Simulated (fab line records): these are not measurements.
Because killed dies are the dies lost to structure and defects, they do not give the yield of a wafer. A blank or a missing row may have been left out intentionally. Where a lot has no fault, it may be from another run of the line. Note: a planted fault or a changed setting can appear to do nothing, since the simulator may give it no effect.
Check for tools in common | flow sky130 | Sampled: 11 lots, 33 wafers

== WHY IT WAS OPENED ==
SKY_GATE_OXIDE_TW_MEAS_14, reading GATE_OXIDE_TW: flagged on 2 of 11 lots. Wafers without a fault read 224.4, standard deviation 2.2.
Rule: a lot is flagged in two cases, either no wafer of it has a number, or all its wafers with numbers fall more than 4 standard deviations from that mean. The other lots count as sound.

lot  | measured     | on            | GATE_OXIDE_TW, wafer by wafer | flag
L391 | day 14 17:00 | film-metro-04 | 222.9 223.3 222.5             |
L389 | day 14 20:14 | film-metro-04 | 223.8 221.7 222.6             |
L392 | day 14 21:02 | film-metro-01 | 225.2 225.8 224.5             |
L394 | day 15 15:16 | film-metro-03 | 226.6 226.4 226.7             |
L395 | day 15 22:28 | film-metro-03 | 227.0 226.5 225.3             |
L397 | day 16 20:00 | film-metro-03 | 225.2 225.3 225.9             |
L398 | day 16 23:47 | film-metro-04 | 210.5 208.7 209.5             | FLAGGED
L399 | day 17 13:20 | film-metro-03 | 225.9 225.0 225.6             |
L400 | day 17 13:46 | film-metro-04 | 209.4 209.4 209.0             | FLAGGED
L411 | day 21 07:07 | film-metro-01 | 226.6 228.0 227.4             |
L412 | day 22 04:20 | film-metro-04 | 218.7 219.8 220.0             |
The numbers of the flagged lots are 209.4 on average: -15.0 against the usual, or -7 standard deviations.

== WHICH TOOL RAN EACH LOT ==
The record holds 4 process steps before the reading, out of a route of 708 steps. Each cell gives the tool, then ch followed by the chambers the sampled wafers passed through, then the start.
lot  | flag    | SKY_FIELD_ISO_ETCH_17           | SKY_PWDE_STRIP_09                   | SKY_VT_ADJUST_LVTN_STRIP_09          | SKY_GATE_OXIDE_IMPLANT_11
L391 |         | rie-si-02 ch 0,1,2, day 2 21:05 | plasma-asher-03 ch 0,1, day 4 13:28 | plasma-asher-02 ch 0,1, day 7 16:57  | implanter-01 ch 0, day 14 16:41
L389 |         | rie-si-01 ch 0,2,3, day 2 20:44 | plasma-asher-01 ch 0,1, day 4 12:34 | plasma-asher-01 ch 0,1, day 7 15:26  | implanter-01 ch 0, day 14 19:53
L392 |         | rie-si-02 ch 0,1,2, day 2 21:57 | plasma-asher-04 ch 0,1, day 4 13:53 | plasma-asher-01 ch 0,1, day 7 18:33  | implanter-04 ch 0, day 14 20:43
L394 |         | rie-si-01 ch 0,1,2, day 3 07:47 | plasma-asher-01 ch 0,1, day 5 03:22 | plasma-asher-02 ch 0,1, day 8 08:39  | implanter-03 ch 0, day 15 14:49
L395 |         | rie-si-02 ch 1,2, day 3 12:17   | plasma-asher-04 ch 0,1, day 5 08:39 | plasma-asher-01 ch 0,1, day 8 16:16  | implanter-04 ch 0, day 15 22:03
L397 |         | rie-si-02 ch 0,2,3, day 4 00:38 | plasma-asher-03 ch 0,1, day 5 19:43 | plasma-asher-01 ch 0,1, day 9 05:16  | implanter-04 ch 0, day 16 19:39
L398 | FLAGGED | rie-si-01 ch 1,2,3, day 4 04:13 | plasma-asher-01 ch 0,1, day 5 22:19 | plasma-asher-02 ch 0,1, day 9 06:18  | implanter-04 ch 0, day 16 23:28
L399 |         | rie-si-02 ch 1,2,3, day 4 11:26 | plasma-asher-04 ch 0,1, day 6 05:56 | plasma-asher-01 ch 0,1, day 9 16:33  | implanter-01 ch 0, day 17 13:01
L400 | FLAGGED | rie-si-01 ch 0,1,3, day 4 15:12 | plasma-asher-01 ch 1, day 6 09:41   | plasma-asher-01 ch 0,1, day 9 19:43  | implanter-04 ch 0, day 17 13:26
L411 |         | rie-si-02 ch 0,2,3, day 7 00:11 | plasma-asher-04 ch 0,1, day 8 22:31 | plasma-asher-02 ch 0,1, day 12 17:29 | implanter-01 ch 0, day 21 06:45
L412 |         | rie-si-01 ch 1,2,3, day 7 07:48 | plasma-asher-04 ch 0,1, day 9 13:09 | plasma-asher-04 ch 0,1, day 13 11:14 | implanter-01 ch 0, day 22 03:58
These steps, and what they do:
- SKY_FIELD_ISO_ETCH_17: etches Si in HBr/Cl2/O2, target depth 342 nm, time 101.3 s.
- SKY_PWDE_STRIP_09: strips in O2/N2.
- SKY_VT_ADJUST_LVTN_STRIP_09: strips in O2/N2.
- SKY_GATE_OXIDE_IMPLANT_11
- SKY_GATE_OXIDE_TW_MEAS_14

== FLAGGED AGAINST TOTAL, ONE TOOL AT A TIME (gauges that did the reading follow at the end) ==
step                        | tool            | lots run | flagged | share of the flagged lots | sound lots run after its first flagged lot
SKY_FIELD_ISO_ETCH_17       | rie-si-01       | 5        | 2       | all                       | 1 (L412)
SKY_FIELD_ISO_ETCH_17       | rie-si-02       | 6        | 0       | none                      | -
SKY_PWDE_STRIP_09           | plasma-asher-01 | 4        | 2       | all                       | 0
SKY_PWDE_STRIP_09           | plasma-asher-03 | 2        | 0       | none                      | -
SKY_PWDE_STRIP_09           | plasma-asher-04 | 5        | 0       | none                      | -
SKY_VT_ADJUST_LVTN_STRIP_09 | plasma-asher-01 | 6        | 1       | some                      | 0
SKY_VT_ADJUST_LVTN_STRIP_09 | plasma-asher-02 | 4        | 1       | some                      | 1 (L411)
SKY_VT_ADJUST_LVTN_STRIP_09 | plasma-asher-04 | 1        | 0       | none                      | -
SKY_GATE_OXIDE_IMPLANT_11   | implanter-01    | 5        | 0       | none                      | -
SKY_GATE_OXIDE_IMPLANT_11   | implanter-03    | 1        | 0       | none                      | -
SKY_GATE_OXIDE_IMPLANT_11   | implanter-04    | 5        | 2       | all                       | 0
SKY_GATE_OXIDE_TW_MEAS_14   | film-metro-01   | 2        | 0       | none                      | -
SKY_GATE_OXIDE_TW_MEAS_14   | film-metro-03   | 4        | 0       | none                      | -
SKY_GATE_OXIDE_TW_MEAS_14   | film-metro-04   | 5        | 2       | all                       | 1 (L412)

== THE TABLE: WHAT IT ALLOWS ==
4 rows of the table ran every flagged lot: rie-si-01 at SKY_FIELD_ISO_ETCH_17, plasma-asher-01 at SKY_PWDE_STRIP_09, implanter-04 at SKY_GATE_OXIDE_IMPLANT_11, film-metro-04 at SKY_GATE_OXIDE_TW_MEAS_14.
- rie-si-01 at SKY_FIELD_ISO_ETCH_17 ran 5 lots, 2 of them flagged. Sound lots ran on it after the first flagged one (L412), which a lasting fault on the whole tool wouldn't allow.
- plasma-asher-01 at SKY_PWDE_STRIP_09 ran 4 lots, 2 of them flagged. Its last sound lot is L394 (day 5 03:22), its first flagged lot L398 (day 5 22:19): a fault that began between those two fits.
- implanter-04 at SKY_GATE_OXIDE_IMPLANT_11 ran 5 lots, 2 of them flagged. Its last sound lot is L397 (day 16 19:39), its first flagged lot L398 (day 16 23:28): a fault that began between those two fits. Its own readings lie more than 4 standard deviations out on every wafer of the flagged lots: dose-ions-cm2, faraday-current-uA.
- film-metro-04 at SKY_GATE_OXIDE_TW_MEAS_14 ran 5 lots, 2 of them flagged. Sound lots ran on it after the first flagged one (L412), which a lasting fault on the whole tool wouldn't allow.
Counting lots can't tell these 2 tools apart, because each fits a fault that began at some hour. More lots, or a look at what each step does to the wafer, might.

== WHAT WAS PUT IN BY THE SIMULATOR ==
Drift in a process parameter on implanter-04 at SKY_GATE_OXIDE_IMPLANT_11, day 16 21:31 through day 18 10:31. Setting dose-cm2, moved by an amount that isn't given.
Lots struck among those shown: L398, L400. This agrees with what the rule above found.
